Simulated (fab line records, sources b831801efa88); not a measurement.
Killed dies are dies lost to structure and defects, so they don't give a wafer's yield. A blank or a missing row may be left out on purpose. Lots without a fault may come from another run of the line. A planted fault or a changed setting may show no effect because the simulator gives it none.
fab line records | flow sky130
record lots=6 wafers=18 last_day=50
route steps=708 shown FIELD_ISO@1 PAD_OPEN@708
lots that met no fault: from a run of the same line without faults
start_h: hours from the record's first day to the start of the lot's first wafer shown | wait_h: hours since the lot's step before | " the same as in the row above | L1.1+2: a row that stands for several wafers | - no value, or no start given | * or withheld: withheld | < > ~ a bound
route shown NAME@n: a module of which the file shows steps, and the number in the route of the first | usual: mean/standard deviation of fault-free wafers | same: alike in all rows | chamber/n: place in a boat | sites: the reading at each site | _std_site: their standard deviation | _edge_site: outer sites' mean less inner sites' | radius_mm: how far each site lies from the wafer's centre | mask NAME#n: copy n | behind: the tool/chamber that last shaped the wafer | hold: why the lot was held/for how many hours/how that ended | device: the transistor (n, p or np) that didn't switch | end of line: the same wafers' tests at the end of the route | a step without rows: its recipe alone | killed: dies lost to structure and defects at the first sort, not the wafer's yield | map: a wafer's dies, x killed, . not, _ none there
set.NAME: the setting as run; set.NAME@STEP: as run at that earlier step | model.NAME: the simulator's own value behind a step, which no gauge read
lots at some steps of the route; a table a step, a row a wafer
services: from which hour (start_h, from the record's first day; less than 0 if before it) a tool's chamber was out of use, for how many hours, and why
## steps
# step SKY_FIELD_ISO_BOW_MEAS_00
# recipe mode=bow
# usual INCOMING_BOW=0/6.9
# columns lot.wafer tool chamber start_h wait_h INCOMING_BOW[um]
L770.1 film_metro-03 - 15.00 - -6
L770.2 " - " " 0
L770.3 " - " " 2
L771.3 film_metro-03 - 20.04 - -3
L771.5 " - " " 1
L771.6 " - " " 4
L772.3 film_metro-03 - 25.04 - 6
L772.4 " - " " -3
L772.6 " - " " -3
L774.1 film_metro-03 - 35.00 - 0
L774.4 " - " " -3
L774.5 " - " " -6
L775.2 film_metro-04 - 40.02 - 14
L775.4 " - " " -1
L775.5 " - " " -2
L792.1 film_metro-04 - 125.00 - 12
L792.2 " - " " 4
L792.5 " - " " -6
# step SKY_FIELD_ISO_OXIDATION_01
# recipe temp_c=900 ambient=O2 stabilise_s=600 purge_s=300 target_thk_a=120 ox_time_s=1843
# usual ox_temp_c_max=902.7/0.62 spike_tc_upper_C=899.5/1.2
# columns lot.wafer tool chamber start_h wait_h ox_temp_c_max spike_tc_upper_C
L770.1 furnace-01 0 15.97 0.9 903.3 899.4
L770.2 " 0 " " 903.0 900.3
L770.3 " 0 " " 902.5 900.2
L771.3 furnace-01 0 20.52 0.5 902.6 900.5
L771.5 " 0 " " 903.9 899.7
L771.6 " 0 " " 902.5 898.7
L772.3 furnace-01 0 26.27 1.2 902.7 902.4
L772.4 " 0 " " 902.8 900.1
L772.6 " 0 " " 902.8 899.1
L774.1 furnace-02 0 37.25 2.2 902.8 898.8
L774.4 " 0 " " 903.3 896.7
L774.5 " 0 " " 902.9 898.1
L774.1 furnace-02 0 40.01 1.2 902.7 899.1
L774.4 " 0 " " 901.6 897.9
L774.5 " 0 " " 902.7 899.5
L775.2 furnace-02 0 44.16 4.1 901.3 898.9
L775.4 " 0 " " 902.4 898.4
L775.5 " 0 " " 902.4 899.0
L775.2 furnace-02 0 47.06 1.4 902.3 898.7
L775.4 " 0 " " 903.1 896.2
L775.5 " 0 " " 903.0 899.5
L792.1 furnace-01 0 126.64 1.6 903.0 900.2
L792.2 " 0 " " 903.1 899.7
L792.5 " 0 " " 903.6 900.9
# step SKY_FIELD_ISO_THK_MEAS_02
# recipe reads=SiO2_of_FIELD_ISO_OXIDATION_01
# usual FIELD_ISO_OXIDATION_00_THK=11.83/0.2
# columns lot.wafer tool chamber start_h wait_h FIELD_ISO_OXIDATION_00_THK[nm]
L770.1 film_metro-03 - 17.48 0.0 11.86
L770.2 " - " " 11.84
L770.3 " - " " 11.90
L771.3 film_metro-01 - 22.05 0.0 12.12
L771.5 " - " " 11.60
L771.6 " - " " 11.87
L772.3 film_metro-01 - 27.80 0.0 11.58
L772.4 " - " " 11.83
L772.6 " - " " 11.93
L774.1 film_metro-03 - 41.52 0.0 19.16
L774.4 " - " " 18.69
L774.5 " - " " 19.10
L774.1 film_metro-03 - 41.75 0.2 19.13
L774.4 " - " " 18.68
L774.5 " - " " 19.13
L775.2 film_metro-03 - 48.65 0.1 18.95
L775.4 " - " " 18.45
L775.5 " - " " 18.61
L775.2 film_metro-03 - 48.87 0.2 18.95
L775.4 " - " " 18.45
L775.5 " - " " 18.61
L792.1 film_metro-03 - 128.15 0.0 11.87
L792.2 " - " " 11.81
L792.5 " - " " 12.02
# step SKY_FIELD_ISO_CVD_03
# recipe material=Si3N4 precursor=DCS/NH3 target_thk_nm=165 temp_c=770 time_s=2830 pressure_mtorr=250
# step SKY_FIELD_ISO_THK_MEAS_04
# recipe reads=Si3N4_of_FIELD_ISO_CVD_03
# usual FIELD_ISO_CVD_03_THK=165.5/1.5
# columns lot.wafer tool chamber start_h wait_h FIELD_ISO_CVD_03_THK[nm]
L770.1 film_metro-03 - 19.33 0.0 166.4
L770.2 " - " " 165.8
L770.3 " - " " 164.6
L771.3 film_metro-01 - 23.90 0.0 164.5
L771.5 " - " " 165.6
L771.6 " - " " 163.9
L772.3 film_metro-03 - 29.65 0.0 163.7
L772.4 " - " " 163.9
L772.6 " - " " 163.3
L774.1 film_metro-04 - 48.27 0.0 165.9
L774.4 " - " " 166.4
L774.5 " - " " 165.8
L775.2 film_metro-01 - 55.96 0.1 165.7
L775.4 " - " " 168.4
L775.5 " - " " 167.3
L792.1 film_metro-01 - 130.56 0.0 165.8
L792.2 " - " " 164.9
L792.5 " - " " 165.3
# step SKY_FIELD_ISO_DEHYDRATE_05
# recipe temp_c=200 time_s=60
# step SKY_FIELD_ISO_HMDS_06
# recipe prime_time_s=60 prime_temp_c=120
# step SKY_FIELD_ISO_COAT_07
# recipe resist=BARC temp_c=withheld time_s=withheld spin_rpm=3000 resist_thk_nm=60
# step SKY_FIELD_ISO_COAT_08
# recipe resist=KrF-thick spin_rpm=3000 resist_thk_nm=450
# step SKY_FIELD_ISO_SOFTBAKE_09
# recipe temp_c=100 time_s=90 resist=KrF-thick
# step SKY_FIELD_ISO_EXPOSE_10
# recipe mask_id=FOM na=0.68 source_shape=annular sigma_inner=0.4 sigma_outer=0.8 target_cd_nm=150 dose_mj=28
# step SKY_FIELD_ISO_PEB_11
# recipe peb_temp_c=withheld peb_time_s=withheld resist=KrF-thick
# step SKY_FIELD_ISO_DEVELOP_12
# recipe develop_time_s=60 resist=KrF-thick dev_temp_c=21
# step SKY_FIELD_ISO_CD_MEAS_13
# recipe target_cd_nm=150
# usual cd_nm=149.9/1.7
# columns lot.wafer tool chamber start_h wait_h cd_nm
L770.1 cd_sem-02 - 34.12 - 151.0
L770.2 " - " " 150.7
L770.3 " - " " 149.3
L771.3 cd_sem-01 - 38.66 - 149.4
L771.5 " - " " 149.7
L771.6 " - " " 148.7
L772.3 cd_sem-01 - 44.71 - 147.1
L772.4 " - " " 146.0
L772.6 " - " " 147.6
L774.1 cd_sem-02 - 56.42 - 150.1
L774.4 " - " " 150.5
L774.5 " - " " 151.3
L775.2 cd_sem-01 - 65.14 - 148.6
L775.4 " - " " 150.0
L775.5 " - " " 147.9
L792.1 cd_sem-01 - 149.37 - 152.4
L792.2 " - " " 151.5
L792.5 " - " " 151.7
# step SKY_FIELD_ISO_ETCH_14
# recipe chemistry=N2/H2 target=BARC ion_energy_ev=200 source_w=500 bias_w=100 pressure_mtorr=30 n2_flow_sccm=100 h2_flow_sccm=200 stop_on=SiO2 time_s=45.9 target_depth_a=600
# usual drypump_motor_current_A=5.6/0.45 n2_flow_sccm=100.0/0.31 oes_product_au=0.855/0.0053 throttle_valve_pct=13.225/0.0093
# columns lot.wafer tool chamber start_h wait_h drypump_motor_current_A n2_flow_sccm oes_product_au rf_hours_counter_h throttle_valve_pct
L770.1 rie_diel-04 1 34.24 0.1 5.1 99.8 0.855 180 13.224
L770.2 " 3 " " 5.8 99.9 0.857 76 13.222
L770.3 " 0 " " 5.8 100.3 0.856 159 13.231
L771.3 rie_diel-01 1 38.74 0.1 5.2 99.8 0.846 116 13.235
L771.5 " 2 " " 5.3 100.4 0.848 - 13.228
L771.6 " 1 " " 5.2 99.7 0.853 - 13.222
L772.3 rie_diel-01 3 44.79 0.1 5.1 99.6 0.856 0 13.216
L772.4 " 0 " " 5.8 100.3 0.851 94 13.229
L772.6 " 0 " " 5.8 100.1 0.857 - 13.215
L774.1 rie_diel-03 2 56.54 0.1 6.0 99.6 0.852 79 13.223
L774.4 " 1 " " 5.0 100.1 0.867 4 13.212
L774.5 " 0 " " 5.8 99.6 0.861 - 13.229
L775.2 rie_diel-03 0 65.24 0.1 5.8 100.0 0.855 4 13.209
L775.4 " 1 " " 5.0 99.9 0.856 5 13.226
L775.5 " 3 " " 6.5 99.7 0.861 - 13.243
L792.1 rie_diel-03 1 149.49 0.1 5.0 99.6 0.852 6 13.220
L792.2 " 0 " " 5.8 100.0 0.853 5 13.234
L792.5 " 1 " " 5.0 100.4 0.852 - 13.218
# step SKY_FIELD_ISO_ETCH_15
# recipe chemistry=CHF3/O2 target_depth_nm=180 stop_on=Si source_w=600 bias_w=200 pressure_mtorr=40 chf3_flow_sccm=50 O2_flow_sccm=5 time_s=72
# usual drypump_motor_current_A=5.6/0.44 oes_product_au=0.948/0.0069 throttle_valve_pct=8.844/0.0091
# columns lot.wafer tool chamber start_h wait_h drypump_motor_current_A oes_product_au rf_hours_counter_h throttle_valve_pct
L770.1 rie_diel-04 1 34.29 0.0 5.1 0.944 180 8.844
L770.2 " 3 " " 5.8 0.951 76 8.831
L770.3 " 0 " " 5.8 0.941 159 8.833
L771.3 rie_diel-01 1 38.78 0.0 5.2 0.946 116 8.855
L771.5 " 2 " " 5.3 0.953 - 8.858
L771.6 " 1 " " 5.2 0.943 - 8.831
L772.3 rie_diel-01 3 44.84 0.0 5.0 0.944 0 8.842
L772.4 " 0 " " 5.7 0.944 94 8.842
L772.6 " 0 " " 5.8 0.938 - 8.843
L774.1 rie_diel-03 2 56.59 0.0 6.0 0.950 79 8.854
L774.4 " 1 " " 5.0 0.950 4 8.849
L774.5 " 0 " " 5.8 0.951 - 8.836
L775.2 rie_diel-03 0 65.28 0.0 5.8 0.945 4 8.832
L775.4 " 1 " " 5.0 0.957 5 8.841
L775.5 " 3 " " 6.5 0.955 - 8.858
L792.1 rie_diel-03 1 149.54 0.0 5.0 0.952 6 8.842
L792.2 " 0 " " 5.8 0.946 5 8.853
L792.5 " 1 " " 5.0 0.942 - 8.832
# step SKY_FIELD_ISO_STRIP_16
# recipe chemistry=O2/N2 power_w=1400 pressure_mtorr=1500 platen_temp_c=withheld o2_flow_sccm=3000 n2_flow_sccm=300 overash_fraction=0.5
# usual drypump_motor_current_A=5.73/0.18 n2_flow_sccm=299.9/0.94 oes_product_au=0.377/0.0044 strip_time_to_endpoint_s=3.550/0.026
# same overash_fraction=0.5
# columns lot.wafer tool chamber start_h wait_h drypump_motor_current_A n2_flow_sccm oes_product_au rf_hours_counter_h strip_time_to_endpoint_s
L770.1 plasma_asher-03 0 34.34 0.0 5.82 300.6 0.374 37 3.568
L770.2 " 1 " " 5.42 299.7 0.372 37 3.576
L770.3 " 1 " " 5.43 300.1 0.374 - 3.558
L771.3 plasma_asher-03 0 38.87 0.1 5.88 301.2 0.381 - 3.536
L771.5 " 0 " " 5.85 301.9 0.381 - 3.586
L771.6 " 1 " " 5.38 299.1 0.375 - 3.529
L772.3 plasma_asher-02 0 44.93 0.1 5.59 301.2 0.380 - 3.516
L772.4 " 1 " " 5.89 301.4 0.379 - 3.517
L772.6 " 1 " " 5.89 299.9 0.372 - 3.514
L774.1 plasma_asher-02 1 56.64 0.0 5.88 301.6 0.366 42 3.561
L774.4 " 0 " " 5.62 299.6 0.381 - 3.547
L774.5 " 0 " " 5.60 299.3 0.382 - 3.549
L775.2 plasma_asher-03 0 65.34 0.0 5.84 299.7 0.375 41 3.501
L775.4 " 0 " " 5.84 301.6 0.382 - 3.555
L775.5 " 0 " " 5.88 300.8 0.380 - 3.518
L792.1 plasma_asher-02 0 149.59 0.0 5.60 299.5 0.381 3 3.589
L792.2 " 1 " " 5.87 299.8 0.372 3 3.568
L792.5 " 1 " " 5.90 300.9 0.372 - 3.601
# step SKY_FIELD_ISO_ETCH_17
# recipe target_depth_a=3420 mask_material=Si3N4 chemistry=HBr/Cl2/O2 target=Si taper_deg=5 icp_w=600 bias_w=150 pressure_mtorr=15 HBr_flow_sccm=150 Cl2_flow_sccm=40 O2_flow_sccm=6 time_s=97.7
# usual drypump_motor_current_A=5.7/0.43 mfc_cl2_sccm=40.00/0.14 oes_product_au=0.999/0.0085 throttle_valve_pct=25.656/0.0094
# columns lot.wafer tool chamber start_h wait_h drypump_motor_current_A mfc_cl2_sccm oes_product_au rf_hours_counter_h throttle_valve_pct
L770.1 rie_si-02 1 34.44 0.1 5.5 40.09 1.009 95 25.637
L770.2 " 0 " " 6.3 39.96 1.006 114 25.662
L770.3 " 2 " " 5.8 39.88 0.999 156 25.648
L771.3 rie_si-02 3 38.94 0.0 6.0 39.89 0.981 148 25.666
L771.5 " 1 " " 5.5 40.31 0.993 - 25.670
L771.6 " 0 " " 6.3 40.06 1.001 - 25.650
L772.3 rie_si-02 0 44.99 0.0 6.3 40.00 1.009 114 25.649
L772.4 " 1 " " 5.5 39.98 1.005 95 25.644
L772.6 " 3 " " 6.0 40.06 1.003 - 25.664
L774.1 rie_si-02 3 56.74 0.1 5.9 40.10 1.010 149 25.652
L774.4 " 3 " " 5.9 40.06 1.007 - 25.642
L774.5 " 1 " " 5.5 40.03 1.001 - 25.641
L775.2 rie_si-02 1 65.44 0.1 5.4 40.10 0.995 95 25.664
L775.4 " 3 " " 6.0 39.89 1.008 - 25.649
L775.5 " 1 " " 5.5 40.18 1.011 - 25.657
L792.1 rie_si-01 0 149.69 0.1 4.9 39.98 0.990 81 25.658
L792.2 " 3 " " 6.1 39.89 0.994 109 25.667
L792.5 " 0 " " 4.9 39.95 1.002 - 25.666
# step SKY_FIELD_ISO_WET_ETCH_18
# recipe chemistry=H3PO4 target_depth_nm=25 temp_c=160 target=Si3N4 time_s=286
# step SKY_FIELD_ISO_CLEAN_19
# recipe chemistry=SC1/SC2 mix=1:4:20 temp_c=70 time_s=150
# step SKY_FIELD_ISO_CLEAN_20
# recipe chemistry=dHF time_s=20 dilution=100:1
# step SKY_FIELD_ISO_WET_ETCH_21
# recipe chemistry=dHF dilution=100:1 target_depth_nm=20 dry=ipa_marangoni target=SiO2 temp_c=25 time_s=400
# step SKY_FIELD_ISO_OXIDATION_22
# recipe temp_c=950 ambient=O2 stabilise_s=600 purge_s=300 target_thk_a=100 ox_time_s=623
# step SKY_FIELD_ISO_THK_MEAS_23
# recipe reads=SiO2_of_FIELD_ISO_OXIDATION_22
# usual FIELD_ISO_OXIDATION_01_THK=9.82/0.2
# columns lot.wafer tool chamber start_h wait_h FIELD_ISO_OXIDATION_01_THK[nm]
L770.1 film_metro-01 - 37.25 0.0 9.62
L770.2 " - " " 9.72
L770.3 " - " " 9.50
L771.3 film_metro-01 - 44.02 0.0 9.59
L771.5 " - " " 9.64
L771.6 " - " " 9.55
L772.3 film_metro-03 - 49.47 0.0 9.87
L772.4 " - " " 9.88
L772.6 " - " " 9.95
L774.1 film_metro-04 - 58.26 0.0 9.85
L774.4 " - " " 9.74
L774.5 " - " " 9.76
L775.2 film_metro-01 - 66.96 0.0 9.72
L775.4 " - " " 9.94
L775.5 " - " " 9.82
L792.1 film_metro-04 - 154.89 0.0 10.01
L792.2 " - " " 10.08
L792.5 " - " " 10.01
# step SKY_FIELD_ISO_CVD_24
# recipe material=SiO2 target_thk_nm=595 temp_c=650 sigma_open_frac=0.3 time_s=99.2 sih4_flow_sccm=60 pressure_mtorr=6
# step SKY_FIELD_ISO_THK_MEAS_25
# recipe reads=SiO2_of_FIELD_ISO_CVD_24
# usual FIELD_ISO_CVD_24_THK=594/5.4
# columns lot.wafer tool chamber start_h wait_h FIELD_ISO_CVD_24_THK[nm]
L770.1 film_metro-03 - 37.38 0.0 597
L770.2 " - " " 594
L770.3 " - " " 595
L771.3 film_metro-04 - 44.15 0.1 596
L771.5 " - " " 589
L771.6 " - " " 594
L772.3 film_metro-03 - 49.72 0.1 595
L772.4 " - " " 594
L772.6 " - " " 589
L774.1 film_metro-03 - 58.39 0.0 604
L774.4 " - " " 610
L774.5 " - " " 603
L775.2 film_metro-03 - 67.10 0.0 597
L775.4 " - " " 592
L775.5 " - " " 598
L792.1 film_metro-01 - 155.02 0.0 586
L792.2 " - " " 584
L792.5 " - " " 599
# step SKY_FIELD_ISO_ANNEAL_26
# recipe temp_c=1000 time_s=1800 ambient=N2
# step SKY_FIELD_ISO_CMP_27
# recipe stop_on=Si3N4 t_overpolish_s=16 down_force_psi=4 platen_rpm=60 target_thk_nm=457.8 pad_velocity_m_s=0.94248
# usual motor_current_A=12.3/1.1 overpolish_run_s=16.000/0.0096 time_to_endpoint_s=113/4
# columns lot.wafer tool chamber start_h wait_h motor_current_A overpolish_run_s time_to_endpoint_s
L770.2 cmp-01 0 42.87 0.1 12.2 16.003 107
L770.3 " 1 " " 12.0 16.022 113
L770.1 " 2 " " 10.7 16.000 113
L771.3 cmp-01 0 48.43 0.1 12.3 15.990 104
L771.6 " 1 " " 12.2 15.993 113
L771.5 " 2 " " 11.5 15.998 108
L772.3 cmp-02 1 52.82 0.0 14.5 16.011 122
L772.4 " 3 " " 11.9 15.990 121
L772.6 " 1 " " 14.4 16.001 121
L774.4 cmp-01 1 61.08 0.1 12.3 16.006 111
L774.1 " 2 " " 11.1 15.997 112
L774.5 " 0 " " 12.8 15.996 102
L775.2 cmp-02 0 68.65 0.0 9.7 15.996 122
L775.4 " 2 " " 13.5 16.009 114
L775.5 " 1 " " 14.1 16.011 118
L792.1 cmp-02 1 160.80 0.0 14.0 16.002 108
L792.2 " 3 " " 11.8 16.002 107
L792.5 " 2 " " 14.0 15.991 110
# step SKY_FIELD_ISO_WET_ETCH_28
# recipe chemistry=dHF target_depth_nm=23.7 target=SiO2 dilution=10:1 temp_c=25 time_s=47
# step SKY_FIELD_ISO_WET_ETCH_29
# recipe chemistry=H3PO4 target_depth_nm=160 target=Si3N4 temp_c=160 time_s=1825
# usual bath_heat_duty_pct=26.0/3 temp_c=160.00/0.15
# columns lot.wafer tool chamber start_h wait_h bath_heat_duty_pct temp_c model.SiO2_of_FIELD_ISO_OXIDATION_01.thk_nm
L770.1 wet_bench-01 3 43.14 0.0 29.7 159.77 11.58
L770.2 " 3 " " 28.7 160.06 11.53
L770.3 " 3 " " 27.7 160.04 11.58
L771.3 wet_bench-01 1 48.60 0.0 18.3 159.97 11.77
L771.5 " 1 " " 19.9 160.03 11.31
L771.6 " 1 " " 20.4 160.17 11.54
L772.3 wet_bench-04 0 53.14 0.0 23.1 159.95 11.26
L772.4 " 0 " " 25.9 159.89 11.55
L772.6 " 0 " " 24.5 160.01 11.61
L774.1 wet_bench-03 2 61.35 0.0 28.0 159.98 18.87
L774.4 " 2 " " 25.6 160.09 18.37
L774.5 " 2 " " 25.8 160.01 18.78
L775.2 wet_bench-04 3 68.97 0.0 28.0 159.74 18.63
L775.4 " 3 " " 26.2 159.89 18.14
L775.5 " 3 " " 26.5 159.88 18.28
L792.1 wet_bench-01 0 161.12 0.0 21.6 160.34 11.56
L792.2 " 0 " " 22.6 159.98 11.5
L792.5 " 0 " " 20.1 159.92 11.71
# step SKY_FIELD_ISO_WET_ETCH_30
# recipe chemistry=dHF target_depth_nm=25 target=SiO2 dilution=10:1 temp_c=25 time_s=50
# step SKY_PAD_OPEN_PROBE_99
# usual killed_at_M0_to_M3=44/7 killed_at_M4_up=3.4/1.7 killed_at_contacts=24/4.9 killed_at_front_end=15/4.5 killed_at_other=0.4/0.61 killed_dies=86/9.7 killed_open=47/7.1 killed_short=39/6.1
# same gross_dies=492 killed_at_back_side=0
# columns lot.wafer tool chamber start_h wait_h killed_at_M0_to_M3 killed_at_M4_up killed_at_contacts killed_at_front_end killed_at_other killed_dies killed_open killed_short model.etest.sram_nfet_pass.off_log10_a_um model.etest.diode_ndiff_fingers.leak_log10_a_cm2 model.etest.diode_pdiff_fingers.leak_log10_a_cm2 model.etest.sram_nfet_pass.vt_sat_v model.etest.sram_nfet_pass.vt_v
L770.1 prober-02 - 1087.46 0.1 48 0 26 13 1 88 57 31 -12.93 -6.606 -6.314 0.5942 0.6925
L770.2 prober-02 - 1087.51 0.1 46 7 26 10 0 89 47 42 -12.7 -6.461 -6.438 0.5638 0.6641
L770.3 prober-02 - 1087.56 0.2 49 3 25 12 1 90 43 47 -12.77 -6.558 -6.413 0.5818 0.6825
L771.3 prober-01 - 1096.38 0.2 42 4 28 11 0 85 49 36 -12.61 -6.695 -6.444 0.5527 0.6472
L771.5 prober-01 - 1096.48 0.2 54 9 31 17 0 111 55 56 -12.45 -6.529 -6.616 0.547 0.6478
L771.6 prober-01 - 1096.53 0.2 43 4 22 15 0 84 44 40 -12.53 -6.652 -6.581 0.558 0.6568
L772.3 prober-02 - 1102.59 0.2 38 3 30 9 1 81 52 29 -12.49 -7.035 -6.582 0.5451 0.6445
L772.4 prober-02 - 1102.64 0.2 47 4 25 13 0 89 50 39 -12.51 -6.707 -6.71 0.5551 0.6586
L772.6 prober-02 - 1102.74 0.2 41 7 27 13 0 88 41 47 -12.47 -6.64 -6.771 0.5431 0.6451
L774.1 prober-01 - 1110.84 0.1 52 3 28 22 0 105 48 56 -13.08 -6.876 -7.112 0.5924 0.6872
L774.4 prober-01 - 1110.99 0.2 54 2 17 18 0 91 52 39 -12.88 -6.847 -7.216 0.5733 0.6671
L774.5 prober-01 - 1111.04 0.2 58 3 18 15 0 94 51 43 -13.14 -7.04 -6.777 0.5867 0.6821
L775.2 prober-02 - 1119.25 0.1 25 2 29 32 0 88 46 41 -13.29 -6.96 -6.8 0.626 0.7263
L775.4 prober-02 - 1119.35 0.2 50 2 28 21 1 102 60 41 -13.11 -7.218 -6.897 0.6116 0.7064
L775.5 prober-02 - 1119.40 0.2 50 4 22 14 0 90 45 45 -13.14 -6.905 -6.814 0.607 0.7059
L792.1 prober-01 - 1207.69 0.1 46 2 17 14 0 79 46 32 -12.79 -6.7 -6.705 0.5798 0.6789
L792.2 prober-01 - 1207.74 0.1 48 5 24 14 0 91 51 39 -12.71 -6.741 -6.37 0.5749 0.6723
L792.5 prober-01 - 1207.89 0.2 45 2 14 14 0 75 43 32 -12.68 -6.707 -6.653 0.5606 0.6614
# killed by level:class
L770.1 VIA1:geometric_particle:open=15 CONTACT:geometric_particle:open=9 LI_CONTACT:geometric_particle:open=8 CONTACT:geometric_particle:short=5 METAL2:geometric_particle:short=5 VIA2:geometric_particle:open=5 FIELD_ISO:geometric_particle:open=4 FIELD_ISO:geometric_particle:short=4
L770.2 VIA1:geometric_particle:open=8 LI_CONTACT:geometric_particle:open=7 VIA2:geometric_particle:open=7 METAL2:geometric_particle:short=7 VIA1:geometric_particle:short=6 METAL1:geometric_particle:short=6 POLY_GATE:geometric_particle:open=5 CONTACT:geometric_particle:open=5
L770.3 CONTACT:geometric_particle:open=11 METAL1:geometric_particle:short=10 VIA1:geometric_particle:open=7 VIA2:geometric_particle:open=6 METAL2:geometric_particle:short=6 VIA3:geometric_particle:open=6 VIA1:geometric_particle:short=5 LI_CONTACT:geometric_particle:open=4
L771.3 CONTACT:geometric_particle:open=11 VIA2:geometric_particle:open=8 VIA1:geometric_particle:open=8 CONTACT:geometric_particle:short=7 VIA3:geometric_particle:open=6 LI_CONTACT:geometric_particle:short=5 LI_CONTACT:geometric_particle:open=4 VIA1:geometric_particle:short=4
L771.5 CONTACT:geometric_particle:open=11 METAL2:geometric_particle:short=11 VIA2:geometric_particle:open=8 VIA1:geometric_particle:short=7 LI_CONTACT:geometric_particle:open=7 VIA1:geometric_particle:open=7 FIELD_ISO:geometric_particle:open=6 VIA3:geometric_particle:open=6
L771.6 VIA1:geometric_particle:open=13 CONTACT:geometric_particle:open=10 CONTACT:geometric_particle:short=9 VIA1:geometric_particle:short=8 VIA2:geometric_particle:open=5 SPACER:geometric_particle:open=4 METAL4:geometric_particle:short=4 FIELD_ISO:geometric_particle:short=3
L772.3 CONTACT:geometric_particle:open=12 VIA1:geometric_particle:open=9 LI_CONTACT:geometric_particle:open=8 VIA1:geometric_particle:short=6 VIA3:geometric_particle:open=6 METAL2:geometric_particle:short=5 CONTACT:geometric_particle:short=5 VIA2:geometric_particle:open=5
L772.4 VIA1:geometric_particle:open=8 CONTACT:geometric_particle:open=8 VIA3:geometric_particle:open=7 CONTACT:geometric_particle:short=6 VIA2:geometric_particle:open=6 METAL1:geometric_particle:short=6 METAL1:geometric_particle:open=5 METAL2:geometric_particle:short=5
L772.6 VIA1:geometric_particle:open=10 LI_CONTACT:geometric_particle:open=8 METAL4:geometric_particle:short=6 CONTACT:geometric_particle:open=6 METAL1:geometric_particle:short=6 METAL2:geometric_particle:short=5 VIA2:geometric_particle:short=5 FIELD_ISO:geometric_particle:open=4
L774.1 CONTACT:geometric_particle:open=9 VIA1:geometric_particle:short=9 FIELD_ISO:geometric_particle:short=7 VIA2:geometric_particle:short=7 LI_CONTACT:geometric_particle:open=7 VIA1:geometric_particle:open=7 VIA2:geometric_particle:open=7 METAL2:geometric_particle:short=6
L774.4 VIA1:geometric_particle:open=15 CONTACT:geometric_particle:open=8 VIA3:geometric_particle:open=7 FIELD_ISO:geometric_particle:open=6 FIELD_ISO:geometric_particle:short=6 VIA2:geometric_particle:open=6 METAL1:geometric_particle:short=5 VIA1:geometric_particle:short=5
L774.5 VIA1:geometric_particle:open=16 VIA3:geometric_particle:open=11 VIA2:geometric_particle:open=9 VIA1:geometric_particle:short=8 FIELD_ISO:geometric_particle:open=5 METAL2:geometric_particle:short=5 FIELD_ISO:geometric_particle:short=4 POLY_GATE:geometric_particle:short=4
L775.2 FIELD_ISO:geometric_particle:open=12 FIELD_ISO:geometric_particle:short=9 CONTACT:geometric_particle:open=9 LOCAL_INTERCONNECT:geometric_particle:short=7 METAL3:geometric_particle:short=5 CONTACT:geometric_particle:short=5 LI_CONTACT:geometric_particle:open=5 VIA3:geometric_particle:open=4
L775.4 VIA3:geometric_particle:open=16 CONTACT:geometric_particle:open=11 FIELD_ISO:geometric_particle:open=10 VIA1:geometric_particle:open=9 LI_CONTACT:geometric_particle:open=5 VIA2:geometric_particle:short=5 LI_CONTACT:geometric_particle:short=4 VIA1:geometric_particle:short=4
L775.5 VIA1:geometric_particle:open=10 LI_CONTACT:geometric_particle:open=9 VIA3:geometric_particle:open=8 VIA2:geometric_particle:open=7 CONTACT:geometric_particle:short=6 METAL1:geometric_particle:short=6 METAL2:geometric_particle:short=6 METAL3:geometric_particle:short=5
L792.1 VIA1:geometric_particle:open=12 VIA3:geometric_particle:open=9 VIA2:geometric_particle:open=7 LI_CONTACT:geometric_particle:open=6 CONTACT:geometric_particle:open=5 METAL1:geometric_particle:short=5 METAL2:geometric_particle:short=5 POLY_GATE:geometric_particle:short=4
L792.2 CONTACT:geometric_particle:open=12 VIA3:geometric_particle:open=12 VIA1:geometric_particle:short=7 METAL2:geometric_particle:short=6 VIA2:geometric_particle:open=6 VIA1:geometric_particle:open=5 CONTACT:geometric_particle:short=5 POLY_GATE:geometric_particle:open=4
L792.5 VIA2:geometric_particle:open=10 VIA3:geometric_particle:open=9 VIA1:geometric_particle:open=8 CONTACT:geometric_particle:open=7 VIA2:geometric_particle:short=4 VIA3:geometric_particle:short=4 FIELD_ISO:geometric_particle:short=3 LOCAL_INTERCONNECT:geometric_particle:short=3
## services
# columns tool chamber start_h hours kind
rie_diel-04 - -6.90 4.0 pm
cmp-02 - 9.24 0.7 repair
furnace-02 - 24.63 2.8 pm
furnace-02 - 27.43 3.0 pm
rie_diel-04 - 38.45 1.8 repair
rie_diel-04 1 39.94 16.2 repair
rie_diel-04 - 54.36 15.6 pm
cmp-01 - 56.11 1.9 repair
cmp-02 - 59.72 2.2 repair
cmp-02 - 64.00 4.0 pm
cmp-02 - 78.64 2.2 repair
cmp-02 - 84.26 10.1 repair
plasma_asher-03 - 93.99 6.8 repair
rie_si-02 2 97.34 4.9 repair
plasma_asher-02 - 108.75 9.0 pm
rie_diel-01 1 111.31 4.5 repair
rie_diel-03 0 117.96 27.4 repair
cmp-02 - 120.07 4.1 repair
rie_diel-03 3 121.37 18.6 repair
cmp-02 - 130.90 5.1 pm
cmp-02 - 138.72 1.4 repair
rie_diel-01 1 139.53 4.7 repair
rie_si-02 0 140.70 14.6 repair
rie_diel-03 - 145.90 0.9 repair
## key
first_sign step=SKY_FIELD_ISO_OXIDATION_01 reading=visit direction=added
effect step=SKY_FIELD_ISO_THK_MEAS_02 reading=visit direction=added
effect step=SKY_FIELD_ISO_THK_MEAS_02 reading=FIELD_ISO_OXIDATION_00_THK direction=up sigmas=36 usual=11.83 struck=18.83
model_effect step=SKY_FIELD_ISO_WET_ETCH_29 value=SiO2_of_FIELD_ISO_OXIDATION_01.thk_nm without=11.69 struck=18.51
model_effect step=SKY_PAD_OPEN_PROBE_99 value=etest.sram_nfet_pass.off_log10_a_um without=-12.72 struck=-13.11
met_at SKY_FIELD_ISO_OXIDATION_01
struck_wafers L774.1,L774.4,L774.5,L775.2,L775.4,L775.5
tester_left_out L774,L775
fault kind=repeated_step_whole tool=furnace-01,furnace-02 chamber=- onset_h=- steps=SKY_FIELD_ISO_OXIDATION_01 times=1 scope=struck_lots_only
# tester_left_out: of these lots the tester's yield and bins aren't shown, on N5 and GAA mostly nor the transistor test; their killed dies are dies lost to structure and defects alone, not to doping, threshold or leakage, so they don't give the yield
